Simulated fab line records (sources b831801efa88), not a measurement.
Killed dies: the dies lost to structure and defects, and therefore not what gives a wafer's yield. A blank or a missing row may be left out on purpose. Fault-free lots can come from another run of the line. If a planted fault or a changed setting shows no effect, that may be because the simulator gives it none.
Comparing a struck lot with a sound one	flow sky130	17 steps out of a route of 708
Sound: the wafers L572.2, L572.3, L572.4. The struck wafers were L577.4, L577.6. The cause is named last.
Each step with rows lists, per side, the tool, then ch with its chambers, then its first start. Under that, the readings that differ: sound wafers	struck wafers	difference of the means	sigmas: that difference in standard deviations of wafers without a fault.
alike: a reading whose means differ by less than 2 such deviations, as well as words and numbers matching on both sides. not compared: withheld readings; readings where some wafer has no value; bounds like >300 that might hide an equal value; numbers whose values overlap and for which the record gives no deviation.
The two part at a step that has a row with sigmas, a row that says differs or no value, or rows on one side only. When numbers do not overlap yet have no deviation, they are printed without sigmas and do not part them. A reading that every wafer of one side lacks parts them only if that side has two wafers or more.

first, 2 steps without rows for these wafers: SKY_LOCAL_INTERCONNECT_PEB_09; SKY_LOCAL_INTERCONNECT_DEVELOP_10 (develop time 60 s).
SKY_LOCAL_INTERCONNECT_CD_MEAS_11 targets a cd of 170 nm.
  struck on cd-sem-01, day 34 07:28; sound on cd-sem-02, day 32 13:20
  alike: cd-nm
SKY_LOCAL_INTERCONNECT_OVL_MEAS_12:
  struck on overlay-02, day 34 07:33; sound on overlay-01, day 32 13:26
  alike: LOCAL_INTERCONNECT_OVL
SKY_LOCAL_INTERCONNECT_ETCH_13: etches BARC in N2/H2, stops on SiO2, time 45.9 s, target depth 60 nm.
  sound on rie-metal-03 ch 0,1, day 32 13:28; struck on rie-metal-03 ch 0,1, day 34 07:35
  alike: bias-w, drypump-motor-current-A, oes-product-au, throttle-valve-pct
  not compared: rf-hours-counter-h
SKY_LOCAL_INTERCONNECT_METAL_ETCH_14: etches TiN in Cl2/BCl3, stops on PSG, target depth 110 nm, time 31.4 s.
  sound on rie-metal-03 ch 0,1, day 32 13:32; struck on rie-metal-03 ch 0,1, day 34 07:39
  alike: bias-w, drypump-motor-current-A, oes-product-au, throttle-valve-pct
  not compared: rf-hours-counter-h
SKY_LOCAL_INTERCONNECT_STRIP_15: strips in O2/N2.
  sound on plasma-asher-02 ch 0,1, day 32 13:35; struck on plasma-asher-02 ch 0, day 34 07:43
  alike: drypump-motor-current-A, oes-product-au, strip-time-to-endpoint-s
  not compared: rf-hours-counter-h
then, 3 steps without rows for these wafers: SKY_LOCAL_INTERCONNECT_STRIP_16 (strips in post etch residue remover, time 1200 s); SKY_LOCAL_INTERCONNECT_CLEAN_17 (cleans in IPA, time 180 s); SKY_LOCAL_INTERCONNECT_CLEAN_18 (cleans in O3/DIW).
SKY_CONTACT_CVD_00: deposits Si3N4, target thk 75 nm.
  sound on pecvd-04 ch 0,1, day 32 14:11; struck on pecvd-04 ch 0,1, day 34 08:20
  alike: heater-power-w
SKY_CONTACT_THK_MEAS_01:
  struck on film-metro-01, day 34 08:23; sound on film-metro-04, day 32 14:14
  alike: CONTACT_CVD_00_THK
SKY_CONTACT_HDPCVD_02: deposits SiO2, target thk 565 nm, time 94.2 s.
  sound on hdpcvd-01 ch 0,1,2, day 32 14:17; struck on hdpcvd-01 ch 0,2, day 34 08:26
reading	sound	struck	difference	sigmas
run-length-s (s)	122.3 122.3 122.3	110.9 111.0	-11.3	-21
model.SiO2_of_CONTACT_HDPCVD_02.thk-nm (nm)	561.9 568.5 561.2	498.1 505.3	-62.2	
SKY_CONTACT_THK_MEAS_03:
  struck on film-metro-03, day 34 08:46; sound on film-metro-01, day 32 14:22
reading	sound	struck	difference	sigmas
CONTACT_HDPCVD_THK (nm)	562 568 561	498 505	-62	-14
  not compared: hold
SKY_CONTACT_CMP_04: polishes SiO2.
  sound on cmp-01 ch 1,2,3, day 32 14:25; struck on cmp-02 ch 1,2, day 34 10:57
reading	sound	struck	difference	sigmas
hold	- - -	await-dispo/2.1h/release await-dispo/2.1h/release	no value on the sound wafers	
time-to-endpoint-s (s)	81 89 84	58 58	-27	-9
  alike: motor-current-A
SKY_CONTACT_BOW_MEAS_05:
  struck on film-metro-01, day 34 11:19; sound on film-metro-04, day 32 14:44
  alike: CONTACT_BOW
after that, 1 step had no rows for these wafers: SKY_PAD_OPEN_PROBE_99.

## WHERE THEY PART
At SKY_CONTACT_HDPCVD_02 first; at SKY_CONTACT_CMP_04 last (within this record only). Later steps at which nothing parts them and some readings are alike: SKY_CONTACT_BOW_MEAS_05.

WHY: the cause the simulator had injected
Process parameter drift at SKY_CONTACT_HDPCVD_02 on hdpcvd-01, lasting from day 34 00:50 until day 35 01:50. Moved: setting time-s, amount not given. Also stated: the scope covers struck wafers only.
